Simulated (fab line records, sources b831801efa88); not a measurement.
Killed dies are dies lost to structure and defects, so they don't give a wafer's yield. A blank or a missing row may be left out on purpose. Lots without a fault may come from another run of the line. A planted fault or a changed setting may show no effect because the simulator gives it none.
fab line records | flow sky130
record lots=5 wafers=15 last_day=49
route steps=708 shown LDD_P@265 LDD_HVN@267 LDD_HVP@278 LDD_LDN@289
lots that met no fault: from a run of the same line without faults
start_h: hours from the record's first day to the start of the lot's first wafer shown | wait_h: hours since the lot's step before | " the same as in the row above | L1.1+2: a row that stands for several wafers | - no value, or no start given | * or withheld: withheld | < > ~ a bound
route shown NAME@n: a module of which the file shows steps, and the number in the route of the first | usual: mean/standard deviation of fault-free wafers | same: alike in all rows | chamber/n: place in a boat | sites: the reading at each site | _std_site: their standard deviation | _edge_site: outer sites' mean less inner sites' | radius_mm: how far each site lies from the wafer's centre | mask NAME#n: copy n | behind: the tool/chamber that last shaped the wafer | hold: why the lot was held/for how many hours/how that ended | device: the transistor (n, p or np) that didn't switch | end of line: the same wafers' tests at the end of the route | a step without rows: its recipe alone | killed: dies lost to structure and defects at the first sort, not the wafer's yield | map: a wafer's dies, x killed, . not, _ none there
set.NAME: the setting as run; set.NAME@STEP: as run at that earlier step | model.NAME: the simulator's own value behind a step, which no gauge read
lots at some steps of the route; a table a step, a row a wafer
services: from which hour (start_h, from the record's first day; less than 0 if before it) a tool's chamber was out of use, for how many hours, and why
## steps
# step SKY_LDD_P_STRIP_10
# recipe chemistry=O2/N2 power_w=1400 pressure_mtorr=1500 platen_temp_c=withheld o2_flow_sccm=3000 n2_flow_sccm=300 overash_fraction=0.5
# usual drypump_motor_current_A=5.8/0.35 oes_product_au=0.716/0.0044 strip_time_to_endpoint_s=14.17/0.038
# columns lot.wafer tool chamber start_h wait_h drypump_motor_current_A oes_product_au rf_hours_counter_h strip_time_to_endpoint_s
L078.2 plasma_asher-03 1 471.00 0.1 5.5 0.723 35 14.22
L078.4 " 1 " " 5.5 0.716 - 14.27
L078.5 " 1 " " 5.5 0.704 - 14.20
L079.2 plasma_asher-03 0 475.85 0.1 5.6 0.722 35 14.16
L079.4 " 0 " " 5.6 0.719 - 14.20
L079.5 " 0 " " 5.6 0.706 - 14.18
L082.2 plasma_asher-02 0 512.65 0.1 6.6 0.714 8 14.16
L082.3 " 1 " " 6.1 0.718 - 14.18
L082.5 " 1 " " 6.1 0.716 - 14.18
L084.1 plasma_asher-01 1 537.89 0.1 5.7 0.719 82 14.18
L084.4 " 1 " " 5.7 0.721 - 14.21
L084.6 " 1 " " 5.7 0.724 - 14.21
L089.4 plasma_asher-01 0 571.13 0.1 5.8 0.710 - 14.22
L089.5 " 0 " " 5.9 0.719 - 14.17
L089.6 " 1 " " 5.6 0.717 - 14.18
# step SKY_LDD_P_TW_MEAS_11
# usual LDD_P_TW=640/3.7
# columns lot.wafer tool chamber start_h wait_h LDD_P_TW
L078.2 film_metro-03 - 471.11 0.1 636
L078.4 " - " " 636
L078.5 " - " " 636
L079.2 film_metro-02 - 475.96 0.1 638
L079.4 " - " " 637
L079.5 " - " " 637
L082.2 film_metro-04 - 512.76 0.1 642
L082.3 " - " " 642
L082.5 " - " " 644
L084.1 film_metro-02 - 537.99 0.1 637
L084.4 " - " " 637
L084.6 " - " " 635
L089.4 film_metro-02 - 571.22 0.1 637
L089.5 " - " " 638
L089.6 " - " " 638
# step SKY_LDD_HVN_DEHYDRATE_00
# recipe temp_c=200 time_s=60
# usual resist_line_temp_C=23.00/0.1
# columns lot.wafer tool chamber start_h wait_h resist_line_temp_C
L078.2 litho_track-01 0 485.56 14.4 23.15
L078.4 " 0 " " 22.97
L078.5 " 0 " " 22.98
L079.2 litho_track-01 0 490.51 14.5 23.04
L079.4 " 0 " " 23.06
L079.5 " 0 " " 23.03
L082.2 litho_track-01 0 527.46 14.7 23.02
L082.3 " 0 " " 23.14
L082.5 " 0 " " 23.02
L084.1 litho_track-04 0 552.53 14.5 23.24
L084.4 " 0 " " 23.22
L084.6 " 0 " " 23.02
L089.4 litho_track-04 0 586.16 14.9 22.91
L089.5 " 0 " " 22.85
L089.6 " 0 " " 22.95
# step SKY_LDD_HVN_HMDS_01
# recipe prime_time_s=60 prime_temp_c=120
# usual prime_temp_c=120.01/0.15 resist_line_temp_C=22.99/0.12
# columns lot.wafer tool chamber start_h wait_h prime_temp_c resist_line_temp_C
L078.2 litho_track-01 0 485.71 0.1 120.09 22.87
L078.4 " 0 " " 120.19 22.88
L078.5 " 0 " " 119.86 22.83
L079.2 litho_track-01 0 490.66 0.1 119.77 23.03
L079.4 " 0 " " 119.95 22.94
L079.5 " 0 " " 119.91 22.99
L082.2 litho_track-01 0 527.61 0.1 119.91 22.90
L082.3 " 0 " " 120.08 22.95
L082.5 " 0 " " 119.99 22.96
L084.1 litho_track-04 0 552.68 0.1 120.06 23.09
L084.4 " 0 " " 120.23 23.16
L084.6 " 0 " " 120.16 23.07
L089.4 litho_track-04 0 586.31 0.1 120.26 22.88
L089.5 " 0 " " 119.90 23.06
L089.6 " 0 " " 120.04 23.00
# step SKY_LDD_HVN_COAT_02
# recipe resist=NOVOLAK spin_rpm=3000 resist_thk_nm=300
# usual resist_line_temp_C=23.01/0.12
# columns lot.wafer tool chamber start_h wait_h resist_line_temp_C
L078.2 litho_track-01 0 485.86 0.1 23.22
L078.4 " 0 " " 23.00
L078.5 " 0 " " 23.16
L079.2 litho_track-01 0 490.81 0.1 22.89
L079.4 " 0 " " 22.79
L079.5 " 0 " " 22.92
L082.2 litho_track-01 0 527.76 0.1 23.02
L082.3 " 0 " " 22.99
L082.5 " 0 " " 22.87
L084.1 litho_track-04 0 552.83 0.1 22.98
L084.4 " 0 " " 23.09
L084.6 " 0 " " 22.95
L089.4 litho_track-04 0 586.46 0.1 23.06
L089.5 " 0 " " 23.14
L089.6 " 0 " " 22.99
# step SKY_LDD_HVN_SOFTBAKE_03
# recipe temp_c=90 time_s=60 resist=NOVOLAK
# usual resist_line_temp_C=23.01/0.095
# columns lot.wafer tool chamber start_h wait_h resist_line_temp_C
L078.2 litho_track-01 0 486.01 0.1 23.07
L078.4 " 0 " " 23.06
L078.5 " 0 " " 23.26
L079.2 litho_track-01 0 490.96 0.1 23.04
L079.4 " 0 " " 23.03
L079.5 " 0 " " 23.00
L082.2 litho_track-01 0 527.91 0.1 22.97
L082.3 " 0 " " 22.99
L082.5 " 0 " " 23.04
L084.1 litho_track-04 0 552.98 0.1 22.96
L084.4 " 0 " " 22.91
L084.6 " 0 " " 23.13
L089.4 litho_track-04 0 586.61 0.1 22.99
L089.5 " 0 " " 22.98
L089.6 " 0 " " 22.99
# step SKY_LDD_HVN_EXPOSE_04
# recipe mask_id=HVNTM na=0.6 source_shape=conventional sigma_outer=0.6 polarization=unpolarized target_cd_nm=700 dose_mj=127
# columns lot.wafer tool chamber start_h wait_h mask
L078.2+4+5 iline_stepper-01 0 - - HVNTM#0
L079.2+4+5 iline_stepper-01 0 - - HVNTM#0
L082.2+3+5 iline_stepper-02 0 - - HVNTM#0
L084.1+4+6 iline_stepper-02 0 - - HVNTM#0
L089.4+5+6 iline_stepper-02 0 - - HVNTM#0
# step SKY_LDD_HVN_PEB_05
# recipe temp_c=withheld time_s=* resist=NOVOLAK
# usual resist_line_temp_C=*
# columns lot.wafer tool chamber start_h wait_h resist_line_temp_C
L078.2 litho_track-01 0 - - *
L078.4 " 0 " " *
L078.5 " 0 " " *
L079.2 litho_track-01 0 - - *
L079.4 " 0 " " *
L079.5 " 0 " " *
L082.2 litho_track-04 0 - - *
L082.3 " 0 " " *
L082.5 " 0 " " *
L084.1 litho_track-02 0 - - *
L084.4 " 0 " " *
L084.6 " 0 " " *
L089.4 litho_track-02 0 - - *
L089.5 " 0 " " *
L089.6 " 0 " " *
# step SKY_LDD_HVN_DEVELOP_06
# recipe resist=NOVOLAK developer=TMAH develop_time_s=60 dev_temp_c=23
# usual resist_line_temp_C=22.97/0.11
# columns lot.wafer tool chamber start_h wait_h resist_line_temp_C
L078.2 litho_track-01 0 500.91 0.1 22.83
L078.4 " 0 " " 22.86
L078.5 " 0 " " 22.77
L079.2 litho_track-01 0 505.66 0.1 23.06
L079.4 " 0 " " 22.94
L079.5 " 0 " " 22.95
L082.2 litho_track-04 0 543.36 0.1 22.93
L082.3 " 0 " " 22.80
L082.5 " 0 " " 22.93
L084.1 litho_track-02 0 567.63 0.1 22.83
L084.4 " 0 " " 22.89
L084.6 " 0 " " 23.05
L089.4 litho_track-02 0 600.66 0.1 22.91
L089.5 " 0 " " 23.01
L089.6 " 0 " " 23.01
# step SKY_LDD_HVN_OVL_MEAS_07
# usual LDD_HVN_OVL=-0.9/1.1
# columns lot.wafer tool chamber start_h wait_h LDD_HVN_OVL[nm]
L078.2 overlay-02 - 501.05 0.1 -0.9
L078.4 " - " " -1.3
L078.5 " - " " -1.5
L079.2 overlay-02 - 505.79 0.1 -1.9
L079.4 " - " " -1.2
L079.5 " - " " -1.3
L082.2 overlay-02 - 543.49 0.1 -1.0
L082.3 " - " " 0.2
L082.5 " - " " 0.0
L084.1 overlay-02 - 567.78 0.1 -1.4
L084.4 " - " " -0.4
L084.6 " - " " -1.4
L089.4 overlay-01 - 600.75 0.1 -2.0
L089.5 " - " " -2.1
L089.6 " - " " -1.9
# step SKY_LDD_HVN_IMPLANT_08
# recipe species=P energy_kev=60 dose_cm2=3e+13 tilt_deg=40
# columns lot.wafer tool chamber start_h wait_h
L078.2+4+5 implanter-04 0 501.10 0.0
L079.2+4+5 implanter-02 0 505.85 0.0
L082.2+3+5 implanter-04 0 543.54 0.0
L084.1+4+6 implanter-03 0 567.82 0.0
L089.4+5+6 implanter-03 0 600.84 0.1
# step SKY_LDD_HVN_STRIP_09
# recipe chemistry=O2/N2 power_w=1400 pressure_mtorr=1500 platen_temp_c=withheld o2_flow_sccm=3000 n2_flow_sccm=300 overash_fraction=0.5
# usual drypump_motor_current_A=5.4/0.37 oes_product_au=0.409/0.005 strip_time_to_endpoint_s=4.130/0.012
# columns lot.wafer tool chamber start_h wait_h drypump_motor_current_A oes_product_au rf_hours_counter_h strip_time_to_endpoint_s
L078.2 plasma_asher-04 1 501.23 0.1 5.4 0.403 68 4.124
L078.4 " 0 " " 4.7 0.403 - 4.128
L078.5 " 0 " " 4.7 0.409 - 4.129
L079.2 plasma_asher-03 0 505.97 0.1 5.6 0.405 39 4.144
L079.4 " 1 " " 5.5 0.415 - 4.138
L079.5 " 1 " " 5.5 0.410 - 4.134
L082.2 plasma_asher-03 1 543.67 0.1 5.5 0.414 43 4.143
L082.3 " 1 " " 5.5 0.412 - 4.125
L082.5 " 0 " " 5.6 0.410 - 4.136
L084.1 plasma_asher-01 0 567.97 0.1 5.9 0.407 85 4.125
L084.4 " 1 " " 5.7 0.412 - 4.125
L084.6 " 1 " " 5.7 0.401 - 4.123
L089.4 plasma_asher-04 0 600.95 0.1 4.7 0.417 - 4.127
L089.5 " 1 " " 5.4 0.423 - 4.121
L089.6 " 0 " " 4.7 0.405 - 4.123
# step SKY_LDD_HVN_TW_MEAS_10
# usual LDD_HVN_TW=1440/8.3
# columns lot.wafer tool chamber start_h wait_h LDD_HVN_TW
L078.2 film_metro-01 - 501.34 0.1 1423
L078.4 " - " " 1430
L078.5 " - " " 1432
L079.2 film_metro-01 - 506.08 0.1 1444
L079.4 " - " " 1430
L079.5 " - " " 1435
L082.2 film_metro-02 - 543.78 0.1 1428
L082.3 " - " " 1435
L082.5 " - " " 1435
L084.1 film_metro-02 - 568.07 0.1 1444
L084.4 " - " " 1434
L084.6 " - " " 1435
L089.4 film_metro-03 - 601.05 0.1 1449
L089.5 " - " " 1453
L089.6 " - " " 1451
# step SKY_LDD_HVP_DEHYDRATE_00
# recipe temp_c=200 time_s=60
# usual resist_line_temp_C=23.00/0.11
# columns lot.wafer tool chamber start_h wait_h resist_line_temp_C
L078.2 litho_track-04 0 516.36 15.0 23.01
L078.4 " 0 " " 22.99
L078.5 " 0 " " 22.98
L079.2 litho_track-04 0 520.91 14.8 22.89
L079.4 " 0 " " 23.09
L079.5 " 0 " " 23.12
L082.2 litho_track-04 0 557.76 14.0 22.76
L082.3 " 0 " " 22.85
L082.5 " 0 " " 22.78
L084.1 litho_track-04 0 582.58 14.5 22.85
L084.4 " 0 " " 22.91
L084.6 " 0 " " 22.96
L089.4 litho_track-04 0 615.01 14.0 23.05
L089.5 " 0 " " 23.05
L089.6 " 0 " " 23.00
# step SKY_LDD_HVP_HMDS_01
# recipe prime_time_s=60 prime_temp_c=120
# usual prime_temp_c=120.01/0.13 resist_line_temp_C=22.98/0.11
# columns lot.wafer tool chamber start_h wait_h prime_temp_c resist_line_temp_C
L078.2 litho_track-04 0 516.51 0.1 120.02 22.94
L078.4 " 0 " " 120.06 23.07
L078.5 " 0 " " 120.18 23.11
L079.2 litho_track-04 0 521.06 0.1 120.21 22.94
L079.4 " 0 " " 120.11 22.89
L079.5 " 0 " " 120.09 22.93
L082.2 litho_track-04 0 557.91 0.1 119.72 22.95
L082.3 " 0 " " 119.72 22.94
L082.5 " 0 " " 119.78 23.13
L084.1 litho_track-04 0 582.73 0.1 120.08 22.87
L084.4 " 0 " " 120.00 22.92
L084.6 " 0 " " 119.87 22.97
L089.4 litho_track-04 0 615.16 0.1 119.86 23.06
L089.5 " 0 " " 119.79 22.90
L089.6 " 0 " " 119.74 22.91
# step SKY_LDD_HVP_COAT_02
# recipe resist=NOVOLAK spin_rpm=3000 resist_thk_nm=300
# usual resist_line_temp_C=22.99/0.1
# columns lot.wafer tool chamber start_h wait_h resist_line_temp_C
L078.2 litho_track-04 0 516.66 0.1 22.95
L078.4 " 0 " " 22.87
L078.5 " 0 " " 22.93
L079.2 litho_track-04 0 521.21 0.1 23.03
L079.4 " 0 " " 23.11
L079.5 " 0 " " 22.96
L082.2 litho_track-04 0 558.06 0.1 22.87
L082.3 " 0 " " 22.99
L082.5 " 0 " " 22.99
L084.1 litho_track-04 0 582.88 0.1 23.02
L084.4 " 0 " " 22.91
L084.6 " 0 " " 23.07
L089.4 litho_track-04 0 615.31 0.1 23.02
L089.5 " 0 " " 23.00
L089.6 " 0 " " 23.07
# step SKY_LDD_HVP_SOFTBAKE_03
# recipe temp_c=90 time_s=60 resist=NOVOLAK
# usual resist_line_temp_C=22.98/0.1
# columns lot.wafer tool chamber start_h wait_h resist_line_temp_C
L078.2 litho_track-04 0 516.81 0.1 23.03
L078.4 " 0 " " 23.12
L078.5 " 0 " " 22.97
L079.2 litho_track-04 0 521.36 0.1 23.00
L079.4 " 0 " " 22.83
L079.5 " 0 " " 22.87
L082.2 litho_track-04 0 558.21 0.1 22.97
L082.3 " 0 " " 23.09
L082.5 " 0 " " 22.85
L084.1 litho_track-04 0 583.03 0.1 22.83
L084.4 " 0 " " 22.97
L084.6 " 0 " " 22.96
L089.4 litho_track-04 0 615.46 0.1 22.99
L089.5 " 0 " " 22.85
L089.6 " 0 " " 23.09
# step SKY_LDD_HVP_EXPOSE_04
# recipe mask_id=HVPTM na=0.6 source_shape=conventional sigma_outer=0.6 polarization=unpolarized target_cd_nm=700 dose_mj=86
# columns lot.wafer tool chamber start_h wait_h mask
L078.2+4+5 iline_stepper-01 0 - - HVPTM#0
L079.2+4+5 iline_stepper-02 0 - - HVPTM#0
L082.2+3+5 iline_stepper-01 0 - - HVPTM#0
L084.1+4+6 iline_stepper-02 0 - - HVPTM#0
L089.4+5+6 iline_stepper-02 0 - - HVPTM#0
# step SKY_LDD_HVP_PEB_05
# recipe temp_c=withheld time_s=* resist=NOVOLAK
# usual resist_line_temp_C=*
# columns lot.wafer tool chamber start_h wait_h resist_line_temp_C
L078.2 litho_track-01 0 - - *
L078.4 " 0 " " *
L078.5 " 0 " " *
L079.2 litho_track-03 0 - - *
L079.4 " 0 " " *
L079.5 " 0 " " *
L082.2 litho_track-03 0 - - *
L082.3 " 0 " " *
L082.5 " 0 " " *
L084.1 litho_track-03 0 - - *
L084.4 " 0 " " *
L084.6 " 0 " " *
L089.4 litho_track-03 0 - - *
L089.5 " 0 " " *
L089.6 " 0 " " *
# step SKY_LDD_HVP_DEVELOP_06
# recipe resist=NOVOLAK developer=TMAH develop_time_s=60 dev_temp_c=23
# usual resist_line_temp_C=23.01/0.093
# columns lot.wafer tool chamber start_h wait_h resist_line_temp_C
L078.2 litho_track-01 0 531.96 0.1 22.99
L078.4 " 0 " " 23.05
L078.5 " 0 " " 23.05
L079.2 litho_track-03 0 536.22 0.1 23.16
L079.4 " 0 " " 23.08
L079.5 " 0 " " 23.09
L082.2 litho_track-03 0 572.32 0.1 22.90
L082.3 " 0 " " 22.98
L082.5 " 0 " " 22.83
L084.1 litho_track-03 0 597.04 0.1 22.96
L084.4 " 0 " " 23.06
L084.6 " 0 " " 23.08
L089.4 litho_track-03 0 629.42 0.1 23.10
L089.5 " 0 " " 22.96
L089.6 " 0 " " 23.01
# step SKY_LDD_HVP_OVL_MEAS_07
# usual LDD_HVP_OVL=0.1/1.3
# columns lot.wafer tool chamber start_h wait_h LDD_HVP_OVL[nm]
L078.2 overlay-01 - 532.09 0.1 0.6
L078.4 " - " " -0.1
L078.5 " - " " -1.2
L079.2 overlay-02 - 536.35 0.1 1.5
L079.4 " - " " -1.4
L079.5 " - " " -0.2
L082.2 overlay-02 - 572.45 0.1 -1.9
L082.3 " - " " -1.0
L082.5 " - " " 1.2
L084.1 overlay-01 - 597.19 0.1 -0.4
L084.4 " - " " -1.7
L084.6 " - " " -0.3
L089.4 overlay-02 - 629.51 0.1 0.7
L089.5 " - " " -0.9
L089.6 " - " " -0.8
# step SKY_LDD_HVP_IMPLANT_08
# recipe species=B energy_kev=20 dose_cm2=1.7e+13 tilt_deg=17.9
# columns lot.wafer tool chamber start_h wait_h
L078.2+4+5 implanter-03 0 532.15 0.0
L079.2+4+5 implanter-03 0 536.40 0.0
L082.2+3+5 implanter-01 0 572.50 0.0
L084.1+4+6 implanter-01 0 597.23 0.0
L089.4+5+6 implanter-04 0 629.60 0.1
# step SKY_LDD_HVP_STRIP_09
# recipe chemistry=O2/N2 power_w=1400 pressure_mtorr=1500 platen_temp_c=withheld o2_flow_sccm=3000 n2_flow_sccm=300 overash_fraction=0.5
# usual drypump_motor_current_A=5.6/0.55 oes_product_au=0.408/0.0045 strip_time_to_endpoint_s=4.132/0.013
# columns lot.wafer tool chamber start_h wait_h drypump_motor_current_A oes_product_au rf_hours_counter_h strip_time_to_endpoint_s
L078.2 plasma_asher-02 1 532.27 0.1 6.1 0.409 9 4.135
L078.4 " 1 " " 6.1 0.402 - 4.134
L078.5 " 0 " " 6.6 0.404 - 4.135
L079.2 plasma_asher-03 0 536.53 0.1 5.6 0.414 42 4.126
L079.4 " 0 " " 5.6 0.409 - 4.125
L079.5 " 0 " " 5.6 0.417 - 4.135
L082.2 plasma_asher-03 0 572.63 0.1 5.6 0.402 46 4.116
L082.3 " 0 " " 5.6 0.413 - 4.113
L082.5 " 1 " " 5.5 0.404 - 4.134
L084.1 plasma_asher-02 0 597.38 0.1 6.6 0.414 16 4.124
L084.4 " 1 " " 6.1 0.411 - 4.117
L084.6 " 1 " " 6.1 0.407 - 4.108
L089.4 plasma_asher-03 0 629.71 0.1 5.6 0.405 - 4.145
L089.5 " 0 " " 5.6 0.409 - 4.128
L089.6 " 1 " " 5.5 0.412 - 4.121
# step SKY_LDD_HVP_TW_MEAS_10
# usual LDD_HVP_TW=458/4.4
# columns lot.wafer tool chamber start_h wait_h LDD_HVP_TW
L078.2 film_metro-03 - 532.38 0.1 461
L078.4 " - " " 459
L078.5 " - " " 458
L079.2 film_metro-04 - 536.64 0.1 460
L079.4 " - " " 464
L079.5 " - " " 461
L082.2 film_metro-01 - 572.74 0.1 452
L082.3 " - " " 453
L082.5 " - " " 454
L084.1 film_metro-01 - 597.48 0.1 454
L084.4 " - " " 454
L084.6 " - " " 457
L089.4 film_metro-01 - 629.81 0.1 455
L089.5 " - " " 455
L089.6 " - " " 457
# step SKY_LDD_LDN_DEHYDRATE_00
# recipe temp_c=200 time_s=60
# usual resist_line_temp_C=23.03/0.1
# columns lot.wafer tool chamber start_h wait_h resist_line_temp_C
L078.2 litho_track-02 0 547.06 14.7 23.03
L078.4 " 0 " " 22.98
L078.5 " 0 " " 23.02
L079.2 litho_track-02 0 551.66 15.0 23.06
L079.4 " 0 " " 23.05
L079.5 " 0 " " 23.03
L082.2 litho_track-04 0 587.41 14.7 22.91
L082.3 " 0 " " 22.99
L082.5 " 0 " " 22.91
L084.1 litho_track-04 0 612.18 14.7 22.91
L084.4 " 0 " " 22.81
L084.6 " 0 " " 22.89
L089.4 litho_track-04 0 644.56 14.7 23.13
L089.5 " 0 " " 22.98
L089.6 " 0 " " 23.15
# step SKY_LDD_LDN_HMDS_01
# recipe prime_time_s=60 prime_temp_c=120
# usual prime_temp_c=120.00/0.12 resist_line_temp_C=22.99/0.11
# columns lot.wafer tool chamber start_h wait_h prime_temp_c resist_line_temp_C
L078.2 litho_track-02 0 547.21 0.1 120.03 23.05
L078.4 " 0 " " 119.97 23.13
L078.5 " 0 " " 120.02 23.01
L079.2 litho_track-02 0 551.81 0.1 120.00 23.00
L079.4 " 0 " " 119.81 22.97
L079.5 " 0 " " 119.89 23.00
L082.2 litho_track-04 0 587.56 0.1 120.13 22.95
L082.3 " 0 " " 119.98 22.95
L082.5 " 0 " " 120.09 23.11
L084.1 litho_track-04 0 612.33 0.1 120.02 23.10
L084.4 " 0 " " 120.06 23.16
L084.6 " 0 " " 119.97 22.95
L089.4 litho_track-04 0 644.71 0.1 119.99 22.93
L089.5 " 0 " " 120.01 22.96
L089.6 " 0 " " 120.00 23.12
# step SKY_LDD_LDN_COAT_02
# recipe resist=NOVOLAK spin_rpm=3000 resist_thk_nm=1140
# usual resist_line_temp_C=23.02/0.11
# columns lot.wafer tool chamber start_h wait_h resist_line_temp_C
L078.2 litho_track-02 0 547.36 0.1 22.96
L078.4 " 0 " " 22.98
L078.5 " 0 " " 22.89
L079.2 litho_track-02 0 551.96 0.1 23.01
L079.4 " 0 " " 23.14
L079.5 " 0 " " 23.19
L082.2 litho_track-04 0 587.71 0.1 23.03
L082.3 " 0 " " 22.95
L082.5 " 0 " " 23.00
L084.1 litho_track-04 0 612.48 0.1 23.12
L084.4 " 0 " " 23.12
L084.6 " 0 " " 22.88
L089.4 litho_track-04 0 644.86 0.1 22.97
L089.5 " 0 " " 22.81
L089.6 " 0 " " 22.73
# step SKY_LDD_LDN_SOFTBAKE_03
# recipe temp_c=90 time_s=60 resist=NOVOLAK
# usual resist_line_temp_C=22.98/0.11
# columns lot.wafer tool chamber start_h wait_h resist_line_temp_C
L078.2 litho_track-02 0 547.51 0.1 22.88
L078.4 " 0 " " 22.90
L078.5 " 0 " " 22.91
L079.2 litho_track-02 0 552.11 0.1 23.08
L079.4 " 0 " " 23.15
L079.5 " 0 " " 22.95
L082.2 litho_track-04 0 587.86 0.1 22.99
L082.3 " 0 " " 22.92
L082.5 " 0 " " 22.76
L084.1 litho_track-04 0 612.63 0.1 22.82
L084.4 " 0 " " 22.79
L084.6 " 0 " " 22.86
L089.4 litho_track-04 0 645.01 0.1 22.98
L089.5 " 0 " " 22.88
L089.6 " 0 " " 23.01
# step SKY_LDD_LDN_EXPOSE_04
# recipe mask_id=LDNTM na=0.6 source_shape=conventional sigma_outer=0.6 polarization=unpolarized target_cd_nm=700 dose_mj=140
# columns lot.wafer tool chamber start_h wait_h mask
L078.2+4+5 iline_stepper-02 0 - - LDNTM#0
L079.2+4+5 iline_stepper-02 0 - - LDNTM#0
L082.2+3+5 iline_stepper-01 0 - - LDNTM#0
L084.1+4+6 iline_stepper-01 0 - - LDNTM#0
L089.4+5+6 iline_stepper-01 0 - - LDNTM#0
# step SKY_LDD_LDN_PEB_05
# recipe temp_c=withheld time_s=* resist=NOVOLAK
# usual resist_line_temp_C=*
# columns lot.wafer tool chamber start_h wait_h resist_line_temp_C
L078.2 litho_track-02 0 - - *
L078.4 " 0 " " *
L078.5 " 0 " " *
L079.2 litho_track-03 0 - - *
L079.4 " 0 " " *
L079.5 " 0 " " *
L082.2 litho_track-03 0 - - *
L082.3 " 0 " " *
L082.5 " 0 " " *
L084.1 litho_track-04 0 - - *
L084.4 " 0 " " *
L084.6 " 0 " " *
L089.4 litho_track-04 0 - - *
L089.5 " 0 " " *
L089.6 " 0 " " *
# step SKY_LDD_LDN_DEVELOP_06
# recipe resist=NOVOLAK developer=TMAH develop_time_s=60 dev_temp_c=23
# usual resist_line_temp_C=23.00/0.097
# columns lot.wafer tool chamber start_h wait_h resist_line_temp_C
L078.2 litho_track-02 0 561.66 0.1 23.17
L078.4 " 0 " " 23.03
L078.5 " 0 " " 23.24
L079.2 litho_track-03 0 566.32 0.1 22.96
L079.4 " 0 " " 22.95
L079.5 " 0 " " 23.05
L082.2 litho_track-03 0 602.17 0.1 23.10
L082.3 " 0 " " 23.10
L082.5 " 0 " " 22.99
L084.1 litho_track-04 0 626.63 0.1 23.02
L084.4 " 0 " " 23.08
L084.6 " 0 " " 22.95
L089.4 litho_track-04 0 658.46 0.1 22.97
L089.5 " 0 " " 22.93
L089.6 " 0 " " 22.87
# step SKY_LDD_LDN_OVL_MEAS_07
# usual LDD_LDN_OVL=-0.8/1.4
# columns lot.wafer tool chamber start_h wait_h LDD_LDN_OVL[nm]
L078.2 overlay-01 - 561.79 0.1 -2.9
L078.4 " - " " -1.4
L078.5 " - " " -1.9
L079.2 overlay-01 - 566.45 0.1 -1.2
L079.4 " - " " -2.1
L079.5 " - " " -1.5
L082.2 overlay-01 - 602.30 0.1 0.7
L082.3 " - " " 1.4
L082.5 " - " " 1.3
L084.1 overlay-02 - 626.78 0.1 -1.3
L084.4 " - " " -1.4
L084.6 " - " " -1.0
L089.4 overlay-01 - 658.55 0.1 -2.4
L089.5 " - " " -1.5
L089.6 " - " " -1.9
# step SKY_LDD_LDN_IMPLANT_08
# recipe species=As energy_kev=15 dose_cm2=1.25e+13 tilt_deg=withheld rotation_deg=23
# columns lot.wafer tool chamber start_h wait_h
L078.2+4+5 implanter-02 0 561.84 0.0
L079.2+4+5 implanter-04 0 566.50 0.0
L082.2+3+5 implanter-04 0 602.35 0.0
L084.1+4+6 implanter-01 0 626.82 0.0
L089.4+5+6 implanter-04 0 658.64 0.1
# step SKY_LDD_LDN_IMPLANT_09
# recipe species=As energy_kev=15 dose_cm2=1.25e+13 tilt_deg=withheld rotation_deg=113
# columns lot.wafer tool chamber start_h wait_h
L078.2+4+5 implanter-02 0 561.99 0.1
L079.2+4+5 implanter-04 0 566.65 0.1
L082.2+3+5 implanter-04 0 602.50 0.1
L084.1+4+6 implanter-01 0 626.97 0.1
L089.4+5+6 implanter-04 0 658.79 0.1
# step SKY_LDD_LDN_IMPLANT_10
# recipe species=As energy_kev=15 dose_cm2=1.25e+13 tilt_deg=withheld rotation_deg=203
# columns lot.wafer tool chamber start_h wait_h
L078.2+4+5 implanter-02 0 562.14 0.1
L079.2+4+5 implanter-04 0 566.80 0.1
L082.2+3+5 implanter-04 0 602.65 0.1
L084.1+4+6 implanter-01 0 627.12 0.1
L089.4+5+6 implanter-04 0 658.94 0.1
# step SKY_LDD_LDN_IMPLANT_11
# recipe species=As energy_kev=15 dose_cm2=1.25e+13 tilt_deg=withheld rotation_deg=293
# columns lot.wafer tool chamber start_h wait_h
L078.2+4+5 implanter-02 0 562.29 0.1
L079.2+4+5 implanter-04 0 566.95 0.1
L082.2+3+5 implanter-04 0 602.80 0.1
L084.1+4+6 implanter-01 0 627.27 0.1
L089.4+5+6 implanter-04 0 659.09 0.1
# step SKY_LDD_LDN_STRIP_12
# recipe chemistry=O2/N2 power_w=1400 pressure_mtorr=1500 platen_temp_c=withheld o2_flow_sccm=3000 n2_flow_sccm=300 overash_fraction=0.5
# usual drypump_motor_current_A=5.7/0.59 oes_product_au=0.716/0.0043 strip_time_to_endpoint_s=14.17/0.039
# columns lot.wafer tool chamber start_h wait_h drypump_motor_current_A oes_product_au rf_hours_counter_h strip_time_to_endpoint_s
L078.2 plasma_asher-02 0 562.42 0.1 6.6 0.712 12 14.15
L078.4 " 1 " " 6.1 0.711 - 14.22
L078.5 " 0 " " 6.6 0.726 - 14.20
L079.2 plasma_asher-02 1 567.08 0.1 6.1 0.714 13 14.25
L079.4 " 1 " " 6.0 0.716 - 14.23
L079.5 " 1 " " 6.1 0.711 - 14.23
L082.2 plasma_asher-01 1 602.93 0.1 5.6 0.710 88 14.15
L082.3 " 0 " " 5.8 0.718 - 14.18
L082.5 " 0 " " 5.8 0.719 - 14.15
L084.1 plasma_asher-02 0 627.42 0.1 6.6 0.721 19 14.21
L084.4 " 1 " " 6.1 0.710 - 14.18
L084.6 " 0 " " 6.6 0.714 - 14.20
L089.4 plasma_asher-04 1 659.20 0.1 5.4 0.721 - 14.16
L089.5 " 0 " " 4.7 0.715 - 14.21
L089.6 " 1 " " 5.4 0.719 - 14.16
## services
# columns tool chamber start_h hours kind
plasma_asher-02 - 450.82 4.3 repair
iline_stepper-01 - 460.31 1.7 pm
plasma_asher-01 - 484.61 20.1 repair
implanter-04 - 490.18 1.0 repair
implanter-04 - 497.75 3.1 repair
plasma_asher-01 - 501.51 0.4 repair
implanter-03 - 503.93 2.6 pm
implanter-03 - 507.86 5.6 repair
plasma_asher-02 - 514.31 11.1 repair
plasma_asher-01 - 517.17 1.8 repair
iline_stepper-01 - 517.97 5.2 repair
iline_stepper-01 - 546.77 4.8 repair
iline_stepper-01 - 600.43 0.7 repair
implanter-04 - 601.22 1.1 repair
iline_stepper-02 - 603.20 1.7 pm
plasma_asher-04 - 604.35 3.9 repair
implanter-01 - 610.13 3.6 pm
iline_stepper-02 - 625.76 4.9 repair
iline_stepper-01 - 642.07 2.7 repair
iline_stepper-02 - 658.46 4.3 pm
## key
fault none
